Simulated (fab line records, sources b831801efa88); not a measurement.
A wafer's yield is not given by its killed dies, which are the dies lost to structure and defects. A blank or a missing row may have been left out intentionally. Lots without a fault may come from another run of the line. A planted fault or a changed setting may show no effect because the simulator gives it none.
fab line records | flow sfq_line
record: lots: 5 | wafers: 15 | last_day: 78
route steps=325 shown M6@251
lots that met no fault: taken from a fault-free run of the same line
start_h: the number of hours between the record's first day and the start of the first shown wafer of the lot | wait_h: hours since the lot's step before | " identical to the entry in the row above | L1.1+2: a single row standing in for several wafers | - value missing, or start not given | * or withheld: withheld | < > ~ a bound
route shown NAME@n: NAME is a module with steps in the file, n the number in the route of the first one | usual: mean/standard deviation of fault-free wafers | same: alike in all rows | chamber/n: place in a boat | sites: the reading at each site | _std_site: the values' standard deviation | _edge_site: outer sites' mean less inner sites' | radius_mm: how far each site lies from the wafer's centre | mask NAME#n: copy n | behind: tool/chamber where the wafer was last shaped | hold: reason for holding the lot/hours on hold/outcome of the hold | device: transistor that didn't switch, given as n, p or np | end of line: at the end of the route, the tests of the same wafers | a step given without rows: its recipe and nothing more | killed: count of dies lost to structure and defects at first sort (not the wafer's yield) | map: the dies of a wafer, with x for killed, . for not killed, _ for no die there
set.NAME: the setting the step ran with; set.NAME@STEP: the setting that earlier step ran with | model.NAME: the simulator's own value behind a step, which no gauge read
a table for each step, a row for each wafer; lots at some steps of the route
services: when a tool's chamber went out of use (start_h, in hours from the record's first day, below 0 if earlier), for how many hours, and the reason
== steps ==
step: SFQ_TRILAYER_M6_DEP_PRE_CLEAN_158
recipe: gas: Ar | time_s: 22.5 | bias_v: 250
step: SFQ_TRILAYER_M6_DEP_SPUTTER_157
recipe: material: Nb | base_pressure_pa: 1.33e-06 | chamber_pressure_pa: 0.1333 | substrate_temp_c: 20 | target_thk_nm: 200 | power_w: 2000 | time_s: 133.3
usual: base_pressure_pa: 1.34e-06/1.1e-07 | throttle_valve_pct: 29.7/0.86
lot.wafer | tool           | chamber | start_h | wait_h | base_pressure_pa | throttle_valve_pct
L766.3    | pvd_sputter-03 | -       | 1297.54 | 0.0    | 1.35e-06         | 31.2
L766.4    | "              | -       | "       | "      | 1.52e-06         | 29.6
L766.5    | "              | -       | "       | "      | 1.32e-06         | 31.4
L776.1    | pvd_sputter-04 | -       | 1401.71 | 0.0    | 1.17e-06         | 30.1
L776.2    | "              | -       | "       | "      | 1.4e-06          | 29.6
L776.5    | "              | -       | "       | "      | 1.29e-06         | 29.5
L777.2    | pvd_sputter-06 | -       | 1407.09 | 0.0    | 1.34e-06         | 29.6
L777.4    | "              | -       | "       | "      | 1.29e-06         | 28.2
L777.6    | "              | -       | "       | "      | 1.3e-06          | 29.8
L783.2    | pvd_sputter-03 | -       | 1440.09 | 0.0    | 1.35e-06         | 31.3
L783.5    | "              | -       | "       | "      | 1.3e-06          | 31.3
L783.6    | "              | -       | "       | "      | 1.4e-06          | 29.6
L788.1    | pvd_sputter-06 | -       | 1468.44 | 0.0    | 1.37e-06         | 29.5
L788.2    | "              | -       | "       | "      | 1.34e-06         | 30.0
L788.5    | "              | -       | "       | "      | 1.34e-06         | 30.0
step: SFQ_M6_RS_MEAS_938
recipe: thk_meas_gauge: four-point-probe | reads: Nb_of_TRILAYER_M6_DEP_SPUTTER_157
usual: M6_NB_RS: 0.890/0.011
lot.wafer | tool          | chamber | start_h | wait_h | M6_NB_RS[ohm/sq]
L766.3    | film_metro-04 | -       | 1297.67 | 0.1    | 0.894
L766.4    | "             | -       | "       | "      | 0.895
L766.5    | "             | -       | "       | "      | 0.902
L776.1    | film_metro-04 | -       | 1401.80 | 0.0    | 0.905
L776.2    | "             | -       | "       | "      | 0.894
L776.5    | "             | -       | "       | "      | 0.883
L777.2    | film_metro-03 | -       | 1407.20 | 0.1    | 0.881
L777.4    | "             | -       | "       | "      | 0.892
L777.6    | "             | -       | "       | "      | 0.897
L783.2    | film_metro-03 | -       | 1440.20 | 0.1    | 0.882
L783.5    | "             | -       | "       | "      | 0.880
L783.6    | "             | -       | "       | "      | 0.873
L788.1    | film_metro-03 | -       | 1468.53 | 0.0    | 0.886
L788.2    | "             | -       | "       | "      | 0.885
L788.5    | "             | -       | "       | "      | 0.887
step: SFQ_TRILAYER_M6_LITHO_COAT_164
recipe: resist: BARC | spin_rpm: 3000 | resist_thk_nm: 62
step: SFQ_TRILAYER_M6_LITHO_COAT_159
recipe: resist: KrF | spin_rpm: 3000 | resist_thk_nm: 600
step: SFQ_TRILAYER_M6_LITHO_SOFTBAKE_163
recipe: temp_c: withheld | time_s: withheld | resist: KrF
step: SFQ_TRILAYER_M6_LITHO_EXPOSE_160
recipe: mask_id: M6 | na: 0.6 | source_shape: conventional | sigma_outer: 0.65 | target_cd_nm: 500 | dose_mj: 14.4
step: SFQ_TRILAYER_M6_LITHO_PEB_162
recipe: peb_temp_c: 115 | peb_time_s: 60 | resist: KrF
step: SFQ_TRILAYER_M6_LITHO_DEVELOP_161
recipe: time_s: 60 | resist: KrF
step: SFQ_M6_OVL_MEAS_940
usual: M6_OVL: 2/7.2
lot.wafer | tool       | chamber | start_h | wait_h | M6_OVL[nm]
L766.3    | overlay-02 | -       | 1335.23 | 0.1    | 9
L766.4    | "          | -       | "       | "      | 8
L766.5    | "          | -       | "       | "      | 10
L776.1    | overlay-02 | -       | 1418.67 | 0.1    | 2
L776.2    | "          | -       | "       | "      | -8
L776.5    | "          | -       | "       | "      | 10
L777.2    | overlay-02 | -       | 1422.28 | 0.1    | 7
L777.4    | "          | -       | "       | "      | 10
L777.6    | "          | -       | "       | "      | 13
L783.2    | overlay-01 | -       | 1453.43 | 0.1    | 6
L783.5    | "          | -       | "       | "      | -1
L783.6    | "          | -       | "       | "      | 6
L788.1    | overlay-01 | -       | 1475.03 | 0.1    | 5
L788.2    | "          | -       | "       | "      | 3
L788.5    | "          | -       | "       | "      | 15
step: SFQ_TRILAYER_M6_BARC_OPEN_METAL_ETCH_206
recipe: mask_material: PR | chemistry: O2 | target_depth_nm: 125 | target: BARC | icp_w: 600 | bias_w: 80 | pressure_mtorr: 10 | time_s: 41.7
usual: chamber_pressure_mTorr: 9.999/0.0091 | drypump_motor_current_A: 6.05/0.29 | oes_product_au: 0.686/0.0045 | rf_fwd_power_W: 593.6/2.7
lot.wafer | tool         | chamber | start_h | wait_h | chamber_pressure_mTorr | drypump_motor_current_A | oes_product_au | rf_fwd_power_W | rf_hours_counter_h
L766.3    | rie_metal-03 | 1       | 1335.28 | 0.0    | 10.008                 | 6.64                    | 0.681          | 592.1          | -
L766.4    | "            | 0       | "       | "      | 9.994                  | 5.93                    | 0.691          | 592.0          | -
L766.5    | "            | 0       | "       | "      | 10.002                 | 5.94                    | 0.687          | 592.3          | -
L776.1    | rie_metal-01 | 1       | 1418.71 | 0.0    | 10.011                 | 6.30                    | 0.691          | 598.6          | 53
L776.2    | "            | 0       | "       | "      | 9.995                  | 6.24                    | 0.681          | 594.4          | 74
L776.5    | "            | 0       | "       | "      | 9.999                  | 6.20                    | 0.686          | 593.6          | -
L777.2    | rie_metal-03 | 0       | 1422.33 | 0.0    | 9.989                  | 5.91                    | 0.688          | 594.6          | -
L777.4    | "            | 0       | "       | "      | 9.999                  | 5.90                    | 0.678          | 596.1          | -
L777.6    | "            | 0       | "       | "      | 9.984                  | 5.92                    | 0.684          | 594.6          | -
L783.2    | rie_metal-02 | 1       | 1453.46 | 0.0    | 10.000                 | 5.79                    | 0.691          | 590.2          | 86
L783.5    | "            | 0       | "       | "      | 9.989                  | 5.54                    | 0.683          | 588.0          | -
L783.6    | "            | 1       | "       | "      | 9.988                  | 5.75                    | 0.688          | 590.5          | -
L788.1    | rie_metal-01 | 1       | 1475.06 | 0.0    | 9.989                  | 6.37                    | 0.690          | 592.1          | 62
L788.2    | "            | 0       | "       | "      | 10.030                 | 6.20                    | 0.679          | 596.6          | 83
L788.5    | "            | 1       | "       | "      | 9.986                  | 6.35                    | 0.681          | 593.4          | -
step: SFQ_TRILAYER_M6_ETCH_METAL_ETCH_162
recipe: target: Nb | stop_on: SiO2 | mask_material: PR | chemistry: Cl2/Ar | target_depth_nm: 240 | icp_w: 600 | bias_w: 80 | pressure_mtorr: 10 | time_s: 120
usual: chamber_pressure_mTorr: 10.000/0.0094 | drypump_motor_current_A: 6.05/0.29 | oes_product_au: 0.894/0.0077 | rf_fwd_power_W: 597.0/2.2
lot.wafer | tool         | chamber | start_h | wait_h | chamber_pressure_mTorr | drypump_motor_current_A | oes_product_au | rf_fwd_power_W | rf_hours_counter_h | model.KrF_of_TRILAYER_M6_LITHO_COAT_159.thk_nm
L766.3    | rie_metal-03 | 1       | 1335.36 | 0.1    | 10.002                 | 6.60                    | 0.898          | 595.6          | -                  | 380.6
L766.4    | "            | 0       | "       | "      | 10.004                 | 5.91                    | 0.898          | 597.1          | -                  | 382
L766.5    | "            | 0       | "       | "      | 9.996                  | 5.92                    | 0.886          | 597.9          | -                  | 382.9
L776.1    | rie_metal-01 | 1       | 1418.77 | 0.0    | 9.998                  | 6.37                    | 0.892          | 595.0          | 53                 | 382.2
L776.2    | "            | 0       | "       | "      | 10.003                 | 6.17                    | 0.892          | 597.3          | 74                 | 384.3
L776.5    | "            | 0       | "       | "      | 9.993                  | 6.18                    | 0.898          | 596.3          | -                  | 379.3
L777.2    | rie_metal-03 | 0       | 1422.47 | 0.1    | 9.996                  | 5.91                    | 0.890          | 598.3          | -                  | 405.9
L777.4    | "            | 0       | "       | "      | 10.010                 | 5.89                    | 0.895          | 596.7          | -                  | 385
L777.6    | "            | 0       | "       | "      | 10.007                 | 5.91                    | 0.894          | 597.5          | -                  | 407.7
L783.2    | rie_metal-02 | 1       | 1453.52 | 0.0    | 10.004                 | 5.76                    | 0.897          | 598.4          | 86                 | 381.6
L783.5    | "            | 0       | "       | "      | 9.989                  | 5.55                    | 0.906          | 596.9          | -                  | 385.4
L783.6    | "            | 1       | "       | "      | 9.997                  | 5.77                    | 0.907          | 595.6          | -                  | 378.6
L788.1    | rie_metal-01 | 1       | 1475.12 | 0.0    | 10.012                 | 6.34                    | 0.893          | 598.7          | 62                 | 378.5
L788.2    | "            | 0       | "       | "      | 9.991                  | 6.20                    | 0.898          | 593.6          | 83                 | 383
L788.5    | "            | 1       | "       | "      | 10.015                 | 6.29                    | 0.892          | 599.9          | -                  | 377.2
step: SFQ_TRILAYER_M6_STRIP_STRIP_163
recipe: gas: O2 | power_w: 200 | platen_temp_c: 40 | overash_fraction: 0.65 | chemistry: O2 | pressure_mtorr: 50
usual: chamber_pressure_mTorr: 50.00/0.047 | drypump_motor_current_A: 6.04/0.29 | oes_product_au: 1.002/0.0091
lot.wafer | tool         | chamber | start_h | wait_h | chamber_pressure_mTorr | drypump_motor_current_A | oes_product_au | rf_hours_counter_h
L766.3    | rie_metal-03 | 1       | 1335.64 | 0.2    | 50.01                  | 6.59                    | 1.002          | -
L766.4    | "            | 0       | "       | "      | 50.08                  | 5.90                    | 1.008          | -
L766.5    | "            | 0       | "       | "      | 49.98                  | 5.91                    | 1.004          | -
L776.1    | rie_metal-01 | 1       | 1418.89 | 0.1    | 50.03                  | 6.38                    | 1.009          | 53
L776.2    | "            | 0       | "       | "      | 50.03                  | 6.19                    | 0.995          | 74
L776.5    | "            | 0       | "       | "      | 50.05                  | 6.22                    | 0.999          | -
L777.2    | rie_metal-03 | 0       | 1422.88 | 0.4    | 49.97                  | 5.91                    | 1.006          | -
L777.4    | "            | 0       | "       | "      | 50.01                  | 5.91                    | 0.996          | -
L777.6    | "            | 0       | "       | "      | 49.99                  | 5.91                    | 1.002          | -
L783.2    | rie_metal-02 | 1       | 1453.65 | 0.1    | 50.07                  | 5.74                    | 1.023          | 86
L783.5    | "            | 0       | "       | "      | 49.97                  | 5.59                    | 1.010          | -
L783.6    | "            | 1       | "       | "      | 50.07                  | 5.73                    | 1.021          | -
L788.1    | rie_metal-01 | 1       | 1475.25 | 0.1    | 49.94                  | 6.34                    | 1.003          | 63
L788.2    | "            | 0       | "       | "      | 49.94                  | 6.19                    | 0.991          | 83
L788.5    | "            | 1       | "       | "      | 49.99                  | 6.31                    | 1.003          | -
== services ==
tool           | chamber | start_h | hours | kind
rie_metal-03   | 1       | 1286.99 | 6.8   | repair
rie_metal-02   | 0       | 1338.55 | 10.3  | repair
pvd_sputter-04 | -       | 1342.84 | 2.0   | repair
pvd_sputter-04 | -       | 1343.25 | 4.9   | repair
rie_metal-01   | 0       | 1364.50 | 4.8   | repair
pvd_sputter-04 | -       | 1382.39 | 9.0   | repair
rie_metal-01   | -       | 1383.73 | 1.4   | pm
rie_metal-03   | 1       | 1388.62 | 155.9 | repair
pvd_sputter-06 | 2       | 1439.35 | -     | consumable_replace:kit
pvd_sputter-06 | 2       | 1439.35 | 18.0  | scheduled_down
pvd_sputter-06 | 2       | 1439.35 | 18.0  | vent_cycle
pvd_sputter-03 | -       | 1441.80 | 4.8   | repair
rie_metal-03   | -       | 1465.20 | 0.3   | repair
rie_metal-02   | 0       | 1472.65 | -     | clean
rie_metal-02   | 0       | 1472.65 | -     | consumable_replace:focus_ring
rie_metal-02   | 0       | 1472.65 | 13.6  | scheduled_down
rie_metal-02   | 0       | 1472.65 | 13.6  | vent_cycle
== key ==
first_sign none at tools or gauges
model_effect: step: SFQ_TRILAYER_M6_ETCH_METAL_ETCH_162 | value: KrF_of_TRILAYER_M6_LITHO_COAT_159.thk_nm | without: 385.5 | struck: 406.8
met_at SFQ_TRILAYER_M6_ETCH_METAL_ETCH_162
struck_wafers L777.2,L777.6
onset_between 1335.36 1422.47
fault: kind: process_parameter_drift | tool: rie_metal-03 | chamber: - | onset_h: 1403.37 | steps: SFQ_TRILAYER_M6_ETCH_METAL_ETCH_162 | channel: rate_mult | offset: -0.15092 | shape: step | end_h: 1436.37 | scope: struck_wafers_only
